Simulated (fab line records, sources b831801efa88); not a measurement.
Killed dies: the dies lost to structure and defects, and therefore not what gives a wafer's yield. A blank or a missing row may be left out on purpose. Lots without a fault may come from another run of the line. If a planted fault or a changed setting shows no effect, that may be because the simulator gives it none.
fab line records	flow sky130
record: lots: 13	wafers: 39	lastDay: 52
route steps=708 shown SD_P@327 SD_N@356 LI_CONTACT@365 PAD_OPEN@708
lots that met no fault: taken from a fault-free run of the same line
startH: hours from the record's first day to the start of the lot's first wafer shown	waitH: hours from the lot's prior step to this one	" unchanged from the row above	L1.1+2: several wafers, shown together as one row	- no value, or no start was given	* or withheld: withheld	< > ~ a bound
route shown NAME@n: names a module that has steps shown in the file, with the first one's number in the route	usual: the fault-free wafers' mean and standard deviation	same: alike in all rows	chamber/n: place in a boat	sites: the reading at each site	_std_site: the standard deviation of these	_edge_site: outer sites' mean less inner sites'	radiusMm: how far each site lies from the wafer's centre	mask NAME#n: copy n	behind: the tool/chamber that last shaped the wafer	hold: why the lot was held/for how many hours/how that ended	device: transistor that didn't switch, given as n, p or np	end of line: tests run on the same wafers once the route is complete	a step given without rows: its recipe and nothing more	killed: dies lost to structure and defects at the first sort, not the wafer's yield	map: a wafer's dies, marking killed ones x, the rest . and places with no die _
set.NAME: the setting that was run; set.NAME@STEP: the one run at that earlier step	model.NAME: the simulator's own value behind a step, which no gauge read
route steps across a sampled set of lots; one table per step, one row per wafer
services: when a tool's chamber went out of use (startH, in hours from the record's first day, below 0 if earlier), for how many hours, and the reason
== steps ==
step: SKY_SD_P_CD_MEAS_07
recipe: targetCdNm: 380
usual: cdNm: 379.4/2.5
lot.wafer	tool	chamber	startH	waitH	cdNm
L682.1	cdSem-02	-	607.84	0.1	378.1
L682.4	"	-	"	"	379.8
L682.5	"	-	"	"	381.7
L685.3	cdSem-02	-	643.68	0.1	380.9
L685.4	"	-	"	"	385.0
L685.6	"	-	"	"	381.8
L686.4	cdSem-01	-	653.35	0.1	375.7
L686.5	"	-	"	"	375.8
L686.6	"	-	"	"	375.1
L687.1	cdSem-02	-	657.19	0.1	378.1
L687.3	"	-	"	"	378.2
L687.4	"	-	"	"	378.5
L689.1	cdSem-01	-	672.74	0.1	376.4
L689.2	"	-	"	"	376.2
L689.6	"	-	"	"	375.2
L690.1	cdSem-02	-	678.84	0.1	380.0
L690.2	"	-	"	"	381.1
L690.5	"	-	"	"	381.4
L691.1	cdSem-02	-	688.09	0.1	380.4
L691.5	"	-	"	"	379.3
L691.6	"	-	"	"	381.2
L692.1	cdSem-01	-	698.84	0.1	374.3
L692.3	"	-	"	"	373.3
L692.5	"	-	"	"	376.4
L693.1	cdSem-02	-	710.69	0.1	383.0
L693.3	"	-	"	"	384.8
L693.4	"	-	"	"	385.1
L694.2	cdSem-02	-	713.71	0.1	380.7
L694.3	"	-	"	"	377.7
L694.4	"	-	"	"	378.9
L701.1	cdSem-01	-	770.89	0.1	380.7
L701.2	"	-	"	"	380.5
L701.5	"	-	"	"	378.5
L702.1	cdSem-02	-	778.69	0.1	376.3
L702.4	"	-	"	"	376.4
L702.5	"	-	"	"	378.5
L705.1	cdSem-02	-	800.74	0.1	379.7
L705.3	"	-	"	"	380.4
L705.6	"	-	"	"	380.7
step: SKY_SD_P_OVL_MEAS_08
usual: SD_P_OVL: 0.7/1.2
lot.wafer	tool	chamber	startH	waitH	SD_P_OVL[nm]
L682.1	overlay-01	-	607.96	0.1	0.8
L682.4	"	-	"	"	0.0
L682.5	"	-	"	"	-1.3
L685.3	overlay-02	-	643.77	0.1	-0.1
L685.4	"	-	"	"	1.7
L685.6	"	-	"	"	0.8
L686.4	overlay-02	-	653.43	0.1	0.1
L686.5	"	-	"	"	-1.2
L686.6	"	-	"	"	2.4
L687.1	overlay-01	-	657.31	0.1	0.4
L687.3	"	-	"	"	-0.2
L687.4	"	-	"	"	-0.8
L689.1	overlay-02	-	672.86	0.1	-0.6
L689.2	"	-	"	"	1.6
L689.6	"	-	"	"	0.8
L690.1	overlay-01	-	678.96	0.1	0.9
L690.2	"	-	"	"	-0.3
L690.5	"	-	"	"	1.0
L691.1	overlay-01	-	688.21	0.1	2.9
L691.5	"	-	"	"	1.4
L691.6	"	-	"	"	0.0
L692.1	overlay-01	-	698.96	0.1	-0.5
L692.3	"	-	"	"	0.6
L692.5	"	-	"	"	0.9
L693.1	overlay-01	-	710.81	0.1	0.0
L693.3	"	-	"	"	0.8
L693.4	"	-	"	"	-0.8
L694.2	overlay-01	-	713.82	0.1	0.7
L694.3	"	-	"	"	0.1
L694.4	"	-	"	"	-0.2
L701.1	overlay-01	-	771.01	0.1	0.3
L701.2	"	-	"	"	-1.1
L701.5	"	-	"	"	-0.7
L702.1	overlay-01	-	778.81	0.1	1.5
L702.4	"	-	"	"	1.7
L702.5	"	-	"	"	1.8
L705.1	overlay-02	-	800.86	0.1	2.9
L705.3	"	-	"	"	-1.6
L705.6	"	-	"	"	-0.1
step: SKY_SD_N_RTA_14
recipe: tempC: 1075	timeS: 2	idleTempC: 650	rampUpCPerS: 150	rampDownCPerS: 90	ambient: N2
usual: lampPowerPct: 15.74/0.052	wafer_temp_C_max: 1078.2/1.4
lot.wafer	tool	chamber	startH	waitH	lampPowerPct	wafer_temp_C_max
L682.1	rtpAnneal-02	0	666.21	0.0	15.69	1079.3
L682.4	"	0	"	"	15.73	1077.2
L682.5	"	0	"	"	15.75	1078.4
L685.3	rtpAnneal-01	0	702.93	0.0	15.72	1078.0
L685.4	"	0	"	"	15.81	1080.4
L685.6	"	0	"	"	15.71	1078.5
L686.4	rtpAnneal-02	0	711.46	0.0	15.86	1076.7
L686.5	"	0	"	"	15.78	1079.0
L686.6	"	0	"	"	15.77	1076.9
L687.1	rtpAnneal-01	0	715.26	0.0	15.75	1077.2
L687.3	"	0	"	"	15.71	1078.8
L687.4	"	0	"	"	15.64	1076.9
L689.1	rtpAnneal-01	0	730.52	0.0	15.66	1079.1
L689.2	"	0	"	"	15.75	1077.2
L689.6	"	0	"	"	15.79	1077.8
L690.1	rtpAnneal-02	0	737.21	0.0	15.81	1077.3
L690.2	"	0	"	"	15.77	1077.4
L690.5	"	0	"	"	15.83	1076.6
L691.1	rtpAnneal-01	0	746.42	0.0	15.70	1078.8
L691.5	"	0	"	"	15.60	1077.2
L691.6	"	0	"	"	15.74	1076.5
L692.1	rtpAnneal-02	0	755.86	0.0	15.81	1076.8
L692.3	"	0	"	"	15.71	1080.2
L692.5	"	0	"	"	15.81	1079.8
L693.1	rtpAnneal-01	0	769.37	0.0	15.68	1079.4
L693.3	"	0	"	"	15.66	1075.4
L693.4	"	0	"	"	15.73	1081.3
L694.2	rtpAnneal-02	0	771.37	0.0	15.77	1076.2
L694.3	"	0	"	"	15.75	1080.1
L694.4	"	0	"	"	15.70	1076.8
L701.1	rtpAnneal-02	0	828.66	0.0	15.05	1077.6
L701.2	"	0	"	"	15.03	1083.0
L701.5	"	0	"	"	14.99	1080.0
L702.1	rtpAnneal-02	0	836.16	0.0	15.04	1078.4
L702.4	"	0	"	"	14.95	1079.4
L702.5	"	0	"	"	14.98	1078.5
L705.1	rtpAnneal-01	0	858.92	0.0	15.73	1078.1
L705.3	"	0	"	"	15.71	1078.5
L705.6	"	0	"	"	15.76	1078.7
step: SKY_SD_N_RS_MEAS_16
recipe: thkMeasGauge: four-point-probe
usual: SD_N_RS: 68.55/0.13
lot.wafer	tool	chamber	startH	waitH	SD_N_RS[ohm/sq]
L682.1	filmMetro-02	-	666.39	0.1	68.68
L682.4	"	-	"	"	68.59
L682.5	"	-	"	"	68.72
L685.3	filmMetro-01	-	703.12	0.1	68.39
L685.4	"	-	"	"	68.55
L685.6	"	-	"	"	68.65
L686.4	filmMetro-02	-	711.66	0.1	68.81
L686.5	"	-	"	"	68.96
L686.6	"	-	"	"	68.85
L687.1	filmMetro-04	-	715.43	0.1	68.54
L687.3	"	-	"	"	68.71
L687.4	"	-	"	"	68.48
L689.1	filmMetro-04	-	730.69	0.1	68.56
L689.2	"	-	"	"	68.65
L689.6	"	-	"	"	68.49
L690.1	filmMetro-04	-	737.38	0.1	68.46
L690.2	"	-	"	"	68.55
L690.5	"	-	"	"	68.54
L691.1	filmMetro-04	-	746.59	0.1	68.36
L691.5	"	-	"	"	68.35
L691.6	"	-	"	"	68.47
L692.1	filmMetro-01	-	756.03	0.1	68.86
L692.3	"	-	"	"	68.72
L692.5	"	-	"	"	68.64
L693.1	filmMetro-02	-	769.54	0.1	68.71
L693.3	"	-	"	"	68.80
L693.4	"	-	"	"	68.74
L694.2	filmMetro-01	-	771.56	0.1	68.67
L694.3	"	-	"	"	68.72
L694.4	"	-	"	"	68.56
L701.1	filmMetro-04	-	828.84	0.1	71.58
L701.2	"	-	"	"	71.63
L701.5	"	-	"	"	71.76
L702.1	filmMetro-01	-	836.33	0.1	71.75
L702.4	"	-	"	"	71.73
L702.5	"	-	"	"	71.74
L705.1	filmMetro-01	-	859.09	0.1	68.58
L705.3	"	-	"	"	68.45
L705.6	"	-	"	"	68.50
step: SKY_SD_N_RS_MEAS_17
recipe: thkMeasGauge: four-point-probe
usual: SD_P_RS: 147.0/0.37
lot.wafer	tool	chamber	startH	waitH	SD_P_RS[ohm/sq]
L682.1	filmMetro-02	-	666.51	0.1	147.3
L682.4	"	-	"	"	147.2
L682.5	"	-	"	"	147.5
L685.3	filmMetro-01	-	703.24	0.1	146.9
L685.4	"	-	"	"	146.8
L685.6	"	-	"	"	147.0
L686.4	filmMetro-02	-	711.78	0.1	147.1
L686.5	"	-	"	"	147.5
L686.6	"	-	"	"	147.4
L687.1	filmMetro-04	-	715.55	0.1	146.8
L687.3	"	-	"	"	147.3
L687.4	"	-	"	"	147.1
L689.1	filmMetro-04	-	730.81	0.1	146.7
L689.2	"	-	"	"	147.5
L689.6	"	-	"	"	147.0
L690.1	filmMetro-04	-	737.50	0.1	146.4
L690.2	"	-	"	"	147.2
L690.5	"	-	"	"	147.0
L691.1	filmMetro-04	-	746.71	0.1	146.3
L691.5	"	-	"	"	146.4
L691.6	"	-	"	"	146.8
L692.1	filmMetro-01	-	756.15	0.1	148.0
L692.3	"	-	"	"	147.2
L692.5	"	-	"	"	147.2
L693.1	filmMetro-02	-	769.66	0.1	148.4
L693.3	"	-	"	"	147.8
L693.4	"	-	"	"	147.7
L694.2	filmMetro-01	-	771.68	0.1	146.8
L694.3	"	-	"	"	147.1
L694.4	"	-	"	"	146.7
L701.1	filmMetro-04	-	828.96	0.1	166.0
L701.2	"	-	"	"	165.5
L701.5	"	-	"	"	165.7
L702.1	filmMetro-01	-	836.45	0.1	165.9
L702.4	"	-	"	"	165.8
L702.5	"	-	"	"	165.6
L705.1	filmMetro-01	-	859.21	0.1	146.8
L705.3	"	-	"	"	146.7
L705.6	"	-	"	"	146.8
step: SKY_LI_CONTACT_BOW_MEAS_03
recipe: mode: bow
usual: LI_CONTACT_BOW: 56/7.1
lot.wafer	tool	chamber	startH	waitH	LI_CONTACT_BOW[um]
L682.1	filmMetro-01	-	667.23	0.1	54
L682.4	"	-	"	"	55
L682.5	"	-	"	"	58
L685.3	filmMetro-02	-	703.96	0.3	53
L685.4	"	-	"	"	61
L685.6	"	-	"	"	63
L686.4	filmMetro-04	-	712.50	0.3	59
L686.5	"	-	"	"	44
L686.6	"	-	"	"	56
L687.1	filmMetro-04	-	716.27	0.2	53
L687.3	"	-	"	"	68
L687.4	"	-	"	"	55
L689.1	filmMetro-04	-	731.53	0.1	55
L689.2	"	-	"	"	52
L689.6	"	-	"	"	42
L690.1	filmMetro-01	-	738.22	0.2	47
L690.2	"	-	"	"	43
L690.5	"	-	"	"	59
L691.1	filmMetro-04	-	747.70	0.2	49
L691.5	"	-	"	"	69
L691.6	"	-	"	"	58
L692.1	filmMetro-04	-	756.87	0.2	61
L692.3	"	-	"	"	51
L692.5	"	-	"	"	55
L693.1	filmMetro-01	-	770.38	0.1	49
L693.3	"	-	"	"	54
L693.4	"	-	"	"	44
L694.2	filmMetro-01	-	772.52	0.3	62
L694.3	"	-	"	"	50
L694.4	"	-	"	"	59
L701.1	filmMetro-01	-	829.68	0.2	75
L701.2	"	-	"	"	50
L701.5	"	-	"	"	61
L702.1	filmMetro-01	-	837.17	0.1	57
L702.4	"	-	"	"	69
L702.5	"	-	"	"	54
L705.1	filmMetro-02	-	859.94	0.2	53
L705.3	"	-	"	"	65
L705.6	"	-	"	"	58
step: SKY_PAD_OPEN_PROBE_99
usual: killed_at_M0_to_M3: 44/7.1	killed_at_M4_up: 3.3/1.9	killedAtContacts: 24/5.3	killedAtFrontEnd: 15/4.5	killedAtOther: 0.3/0.55	killedDies: 86/9.5	killedOpen: 46/7.3	killedShort: 39/6.4
same: grossDies: 492	killedAtBackSide: 0
lot.wafer	tool	chamber	startH	waitH	killed_at_M0_to_M3	killed_at_M4_up	killedAtContacts	killedAtFrontEnd	killedAtOther	killedDies	killedOpen	killedShort
L682.1	prober-02	-	1114.41	0.1	53	3	19	9	0	84	47	37
L682.4	prober-02	-	1114.56	0.2	38	1	16	10	0	65	29	36
L682.5	prober-02	-	1114.61	0.2	36	1	20	8	0	65	20	44
L685.3	prober-01	-	1144.68	0.2	44	3	28	13	0	88	53	35
L685.4	prober-01	-	1144.73	0.2	59	4	24	10	1	98	53	45
L685.6	prober-01	-	1144.83	0.2	53	3	30	10	0	96	44	52
L686.4	prober-02	-	1149.43	0.2	45	4	23	13	0	85	46	39
L686.5	prober-02	-	1149.48	0.2	48	2	22	19	0	91	52	38
L686.6	prober-02	-	1149.53	0.2	48	3	27	7	0	85	45	40
L687.1	prober-01	-	1154.76	0.1	42	5	28	10	0	85	42	42
L687.3	prober-01	-	1154.86	0.2	41	3	20	5	0	69	40	29
L687.4	prober-01	-	1154.91	0.2	34	9	12	10	0	65	42	23
L689.1	prober-01	-	1165.20	0.1	48	3	28	12	0	91	61	30
L689.2	prober-01	-	1165.25	0.1	41	5	23	12	0	81	44	37
L689.6	prober-01	-	1165.45	0.2	46	3	27	8	2	86	47	39
L690.1	prober-02	-	1165.45	0.1	50	3	23	12	0	88	44	44
L690.2	prober-02	-	1165.50	0.1	37	6	31	11	1	86	47	39
L690.5	prober-02	-	1165.65	0.2	41	2	26	13	0	82	49	33
L691.1	prober-01	-	1176.21	0.1	44	2	25	11	0	82	43	39
L691.5	prober-01	-	1176.41	0.2	45	2	22	16	1	86	42	44
L691.6	prober-01	-	1176.46	0.2	49	4	22	20	0	95	52	43
L692.1	prober-02	-	1178.18	0.1	39	4	25	14	1	83	46	37
L692.3	prober-02	-	1178.28	0.2	44	1	25	13	0	83	49	34
L692.5	prober-02	-	1178.38	0.2	38	7	20	11	0	76	39	37
L694.2	prober-01	-	1188.86	0.1	46	4	19	11	1	81	44	36
L694.3	prober-01	-	1188.91	0.2	63	6	24	15	0	108	58	50
L694.4	prober-01	-	1188.96	0.2	50	3	22	13	0	88	51	37
L693.1	prober-02	-	1189.30	0.1	56	1	17	15	0	89	47	41
L693.3	prober-02	-	1189.40	0.2	32	6	23	13	0	74	36	35
L693.4	prober-02	-	1189.45	0.2	51	2	28	15	0	96	56	40
L701.1	prober-02	-	1225.22	0.1	51	1	25	12	0	89	55	34
L701.2	prober-02	-	1225.27	0.1	47	5	24	14	0	90	52	38
L701.5	prober-02	-	1225.42	0.2	38	3	26	22	0	89	48	41
L702.1	prober-02	-	1230.61	0.1	59	2	25	14	0	100	48	51
L702.4	prober-02	-	1230.76	0.2	46	1	19	17	1	84	47	37
L702.5	prober-02	-	1230.81	0.2	34	4	24	17	1	80	34	46
L705.1	prober-02	-	1240.20	0.1	45	4	21	17	0	87	50	37
L705.3	prober-02	-	1240.30	0.2	51	3	21	13	0	88	39	49
L705.6	prober-02	-	1240.45	0.2	50	7	17	10	0	84	44	40
killed by level:class
L682.1 CONTACT:geometricParticle:open=10 VIA1:geometricParticle:open=9 VIA3:geometricParticle:open=8 METAL1:geometricParticle:short=8 VIA1:geometricParticle:short=6 METAL2:geometricParticle:short=6 FIELD_ISO:geometricParticle:open=5 LI_CONTACT:geometricParticle:open=5
L682.4 VIA1:geometricParticle:open=7 CONTACT:geometricParticle:short=7 VIA3:geometricParticle:open=7 CONTACT:geometricParticle:open=5 METAL1:geometricParticle:short=5 VIA1:geometricParticle:short=5 METAL2:geometricParticle:short=5 POLY_GATE:geometricParticle:short=4
L682.5 METAL2:geometricParticle:short=10 CONTACT:geometricParticle:short=6 LI_CONTACT:geometricParticle:open=5 VIA1:geometricParticle:short=5 CONTACT:geometricParticle:open=4 METAL1:geometricParticle:short=4 VIA2:geometricParticle:short=4 VIA3:geometricParticle:short=4
L685.3 VIA1:geometricParticle:open=13 CONTACT:geometricParticle:open=10 VIA3:geometricParticle:open=8 CONTACT:geometricParticle:short=6 POLY_GATE:geometricParticle:open=5 LOCAL_INTERCONNECT:geometricParticle:short=5 VIA2:geometricParticle:open=5 POLY_GATE:geometricParticle:short=4
L685.4 VIA1:geometricParticle:open=12 CONTACT:geometricParticle:open=12 METAL1:geometricParticle:short=10 VIA2:geometricParticle:open=10 METAL2:geometricParticle:short=8 VIA3:geometricParticle:open=7 LI_CONTACT:geometricParticle:open=4 POLY_GATE:geometricParticle:short=3
L685.6 VIA1:geometricParticle:open=13 METAL1:geometricParticle:short=10 VIA1:geometricParticle:short=9 LI_CONTACT:geometricParticle:open=8 LOCAL_INTERCONNECT:geometricParticle:short=8 CONTACT:geometricParticle:open=8 VIA3:geometricParticle:open=6 POLY_GATE:geometricParticle:short=5
L686.4 VIA1:geometricParticle:open=9 CONTACT:geometricParticle:open=8 VIA1:geometricParticle:short=7 FIELD_ISO:geometricParticle:open=6 METAL2:geometricParticle:short=5 VIA2:geometricParticle:open=5 VIA3:geometricParticle:open=5 METAL1:geometricParticle:short=4
L686.5 VIA1:geometricParticle:open=14 LI_CONTACT:geometricParticle:open=7 VIA2:geometricParticle:open=7 VIA3:geometricParticle:open=7 CONTACT:geometricParticle:open=6 POLY_GATE:geometricParticle:short=5 VIA1:geometricParticle:short=5 METAL2:geometricParticle:short=5
L686.6 CONTACT:geometricParticle:open=9 VIA3:geometricParticle:open=8 LI_CONTACT:geometricParticle:open=7 VIA1:geometricParticle:open=7 CONTACT:geometricParticle:short=6 METAL1:geometricParticle:short=6 VIA2:geometricParticle:open=5 METAL3:geometricParticle:short=5
L687.1 VIA1:geometricParticle:open=14 CONTACT:geometricParticle:open=10 CONTACT:geometricParticle:short=7 LOCAL_INTERCONNECT:geometricParticle:short=6 VIA1:geometricParticle:short=5 VIA2:geometricParticle:short=5 LI_CONTACT:geometricParticle:open=4 VIA2:geometricParticle:open=4
L687.3 VIA1:geometricParticle:open=12 CONTACT:geometricParticle:open=9 VIA3:geometricParticle:open=8 VIA1:geometricParticle:short=7 VIA2:geometricParticle:open=4 METAL3:geometricParticle:short=3 LI_CONTACT:geometricParticle:short=3 LI_CONTACT:geometricParticle:open=3
L687.4 VIA1:geometricParticle:open=16 CONTACT:geometricParticle:open=6 VIA2:geometricParticle:open=6 METAL4:geometricParticle:short=6 POLY_GATE:geometricParticle:open=4 FIELD_ISO:geometricParticle:short=3 CONTACT:geometricParticle:short=3 VIA3:geometricParticle:open=3
L689.1 LI_CONTACT:geometricParticle:open=13 VIA1:geometricParticle:open=10 VIA2:geometricParticle:open=8 METAL2:geometricParticle:short=8 POLY_GATE:geometricParticle:open=6 CONTACT:geometricParticle:open=6 VIA3:geometricParticle:open=6 LI_CONTACT:geometricParticle:short=5
L689.2 VIA1:geometricParticle:open=10 LI_CONTACT:geometricParticle:open=8 CONTACT:geometricParticle:open=7 METAL2:geometricParticle:short=6 VIA2:geometricParticle:short=6 VIA3:geometricParticle:open=5 METAL4:geometricParticle:short=5 METAL1:geometricParticle:short=4
L690.1 VIA1:geometricParticle:open=11 METAL1:geometricParticle:short=9 CONTACT:geometricParticle:open=9 METAL2:geometricParticle:short=8 VIA1:geometricParticle:short=6 POLY_GATE:geometricParticle:short=5 LI_CONTACT:geometricParticle:open=5 LOCAL_INTERCONNECT:geometricParticle:open=4
L689.6 VIA1:geometricParticle:open=13 CONTACT:geometricParticle:open=11 VIA1:geometricParticle:short=8 VIA3:geometricParticle:open=7 VIA3:geometricParticle:short=6 LOCAL_INTERCONNECT:geometricParticle:short=5 VIA2:geometricParticle:open=5 LI_CONTACT:geometricParticle:short=4
L690.2 LI_CONTACT:geometricParticle:open=10 VIA1:geometricParticle:open=10 CONTACT:geometricParticle:open=9 LOCAL_INTERCONNECT:geometricParticle:short=7 METAL1:geometricParticle:short=5 VIA3:geometricParticle:open=5 METAL4:geometricParticle:short=5 VIA1:geometricParticle:short=4
L690.5 LI_CONTACT:geometricParticle:open=9 VIA1:geometricParticle:open=9 CONTACT:geometricParticle:open=8 POLY_GATE:geometricParticle:short=6 VIA3:geometricParticle:open=6 VIA2:geometricParticle:open=5 LOCAL_INTERCONNECT:geometricParticle:short=4 METAL2:geometricParticle:short=4
L691.1 VIA1:geometricParticle:open=11 METAL1:geometricParticle:short=10 LI_CONTACT:geometricParticle:open=8 VIA3:geometricParticle:open=7 LOCAL_INTERCONNECT:geometricParticle:short=6 POLY_GATE:geometricParticle:open=4 CONTACT:geometricParticle:open=4 METAL2:geometricParticle:short=4
L691.5 VIA1:geometricParticle:open=8 CONTACT:geometricParticle:open=7 VIA3:geometricParticle:short=7 VIA3:geometricParticle:open=7 LI_CONTACT:geometricParticle:open=5 CONTACT:geometricParticle:short=5 VIA2:geometricParticle:open=5 VIA2:geometricParticle:short=5
L691.6 VIA1:geometricParticle:open=12 METAL2:geometricParticle:short=7 CONTACT:geometricParticle:open=7 VIA1:geometricParticle:short=7 FIELD_ISO:geometricParticle:open=6 POLY_GATE:geometricParticle:open=6 LI_CONTACT:geometricParticle:open=6 CONTACT:geometricParticle:short=5
L692.1 CONTACT:geometricParticle:open=10 VIA1:geometricParticle:open=8 VIA1:geometricParticle:short=7 VIA2:geometricParticle:open=6 VIA3:geometricParticle:open=6 LI_CONTACT:geometricParticle:open=5 FIELD_ISO:geometricParticle:open=4 CONTACT:geometricParticle:short=4
L692.3 VIA2:geometricParticle:open=13 LI_CONTACT:geometricParticle:open=9 VIA1:geometricParticle:open=8 CONTACT:geometricParticle:open=7 VIA1:geometricParticle:short=5 LOCAL_INTERCONNECT:geometricParticle:short=5 VIA3:geometricParticle:open=4 POLY_GATE:geometricParticle:short=3
L692.5 VIA1:geometricParticle:open=8 LI_CONTACT:geometricParticle:open=6 CONTACT:geometricParticle:open=6 METAL2:geometricParticle:short=6 METAL4:geometricParticle:short=6 METAL1:geometricParticle:short=5 METAL3:geometricParticle:short=5 VIA2:geometricParticle:open=4
L694.2 CONTACT:geometricParticle:open=8 VIA1:geometricParticle:open=8 VIA2:geometricParticle:open=8 METAL1:geometricParticle:short=7 VIA1:geometricParticle:short=5 METAL2:geometricParticle:open=4 METAL4:geometricParticle:short=4 FIELD_ISO:geometricParticle:open=3
L694.3 VIA1:geometricParticle:open=13 VIA3:geometricParticle:open=9 VIA1:geometricParticle:short=8 METAL1:geometricParticle:short=8 CONTACT:geometricParticle:open=7 VIA2:geometricParticle:open=7 VIA3:geometricParticle:short=6 FIELD_ISO:geometricParticle:open=5
L694.4 VIA1:geometricParticle:open=13 LI_CONTACT:geometricParticle:open=11 VIA3:geometricParticle:open=8 VIA2:geometricParticle:open=7 LOCAL_INTERCONNECT:geometricParticle:short=6 METAL2:geometricParticle:short=6 POLY_GATE:geometricParticle:open=4 METAL1:geometricParticle:short=4
L693.1 VIA1:geometricParticle:short=13 VIA1:geometricParticle:open=10 CONTACT:geometricParticle:open=7 VIA3:geometricParticle:open=7 METAL1:geometricParticle:short=6 POLY_GATE:geometricParticle:open=5 VIA2:geometricParticle:open=5 VIA3:geometricParticle:short=5
L693.3 VIA1:geometricParticle:open=8 LI_CONTACT:geometricParticle:open=6 VIA3:geometricParticle:open=6 CONTACT:geometricParticle:short=5 CONTACT:geometricParticle:open=5 POLY_GATE:geometricParticle:short=4 LI_CONTACT:geometricParticle:short=4 LOCAL_INTERCONNECT:geometricParticle:short=3
L693.4 VIA1:geometricParticle:open=15 CONTACT:geometricParticle:open=11 VIA2:geometricParticle:open=9 METAL2:geometricParticle:short=8 LI_CONTACT:geometricParticle:open=7 VIA1:geometricParticle:short=6 METAL1:geometricParticle:short=5 FIELD_ISO:geometricParticle:open=4
L701.1 VIA1:geometricParticle:open=11 CONTACT:geometricParticle:open=10 VIA3:geometricParticle:open=9 LI_CONTACT:geometricParticle:open=7 VIA1:geometricParticle:short=7 VIA2:geometricParticle:open=6 METAL3:geometricParticle:short=5 LOCAL_INTERCONNECT:geometricParticle:short=4
L701.2 VIA1:geometricParticle:open=12 LI_CONTACT:geometricParticle:open=11 CONTACT:geometricParticle:open=8 VIA3:geometricParticle:open=8 METAL1:geometricParticle:short=7 VIA1:geometricParticle:short=5 METAL3:geometricParticle:short=5 FIELD_ISO:geometricParticle:short=4
L701.5 CONTACT:geometricParticle:open=15 VIA1:geometricParticle:open=12 METAL1:geometricParticle:short=9 FIELD_ISO:geometricParticle:short=7 FIELD_ISO:geometricParticle:open=5 POLY_GATE:geometricParticle:short=5 VIA3:geometricParticle:open=5 LI_CONTACT:geometricParticle:open=4
L702.1 VIA2:geometricParticle:open=13 VIA1:geometricParticle:open=9 LI_CONTACT:geometricParticle:open=7 CONTACT:geometricParticle:open=7 VIA3:geometricParticle:open=7 METAL2:geometricParticle:short=6 METAL1:geometricParticle:short=6 VIA1:geometricParticle:short=6
L702.4 VIA3:geometricParticle:open=9 CONTACT:geometricParticle:open=8 VIA1:geometricParticle:open=8 VIA1:geometricParticle:short=7 METAL1:geometricParticle:short=6 LI_CONTACT:geometricParticle:open=5 SPACER:geometricParticle:open=4 VIA2:geometricParticle:open=4
L702.5 CONTACT:geometricParticle:open=9 VIA2:geometricParticle:open=6 METAL1:geometricParticle:short=5 CONTACT:geometricParticle:short=5 POLY_GATE:geometricParticle:short=4 VIA1:geometricParticle:open=4 LI_CONTACT:geometricParticle:open=4 VIA3:geometricParticle:short=4
L705.1 LI_CONTACT:geometricParticle:open=9 METAL1:geometricParticle:short=8 VIA3:geometricParticle:open=8 VIA1:geometricParticle:open=7 CONTACT:geometricParticle:open=6 VIA2:geometricParticle:open=6 FIELD_ISO:geometricParticle:short=4 POLY_GATE:geometricParticle:open=4
L705.3 VIA1:geometricParticle:short=9 METAL1:geometricParticle:short=8 CONTACT:geometricParticle:open=7 POLY_GATE:geometricParticle:open=6 LI_CONTACT:geometricParticle:open=6 VIA3:geometricParticle:open=5 VIA2:geometricParticle:open=5 VIA1:geometricParticle:open=5
L705.6 VIA1:geometricParticle:open=13 METAL2:geometricParticle:short=9 LI_CONTACT:geometricParticle:open=7 VIA2:geometricParticle:open=6 METAL4:geometricParticle:short=5 VIA1:geometricParticle:short=4 CONTACT:geometricParticle:open=4 VIA3:geometricParticle:short=4
== services ==
tool	chamber	startH	hours	kind
rtpAnneal-02	-	763.15	2.4	pm
== key ==
firstSign: step: SKY_SD_N_RTA_14	reading: lampPowerPct	direction: down	sigmas: 14	usual: 15.74	struck: 15.01
effect: step: SKY_SD_N_RS_MEAS_16	reading: SD_N_RS	direction: up	sigmas: 24	usual: 68.55	struck: 71.70
effect: step: SKY_SD_N_RS_MEAS_17	reading: SD_P_RS	direction: up	sigmas: 50	usual: 147.0	struck: 165.7
metAt SKY_SD_N_RTA_14
struckLots L701,L702
testerLeftOut L701,L702
notActingAt SKY_SD_P_CD_MEAS_07,SKY_SD_P_OVL_MEAS_08,SKY_LI_CONTACT_BOW_MEAS_03
onsetBetween 771.37 828.66
fault: kind: processParameterDrift	tool: rtpAnneal-02	chamber: -	onsetH: 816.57	steps: SKY_SD_N_RTA_14	channel: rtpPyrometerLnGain	offset: 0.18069	shape: step	endH: 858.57
testerLeftOut: of these lots the tester's yield and bins aren't shown, on N5 and GAA mostly nor the transistor test; their killed dies are dies lost to structure and defects alone, not to doping, threshold or leakage, so they don't give the yield
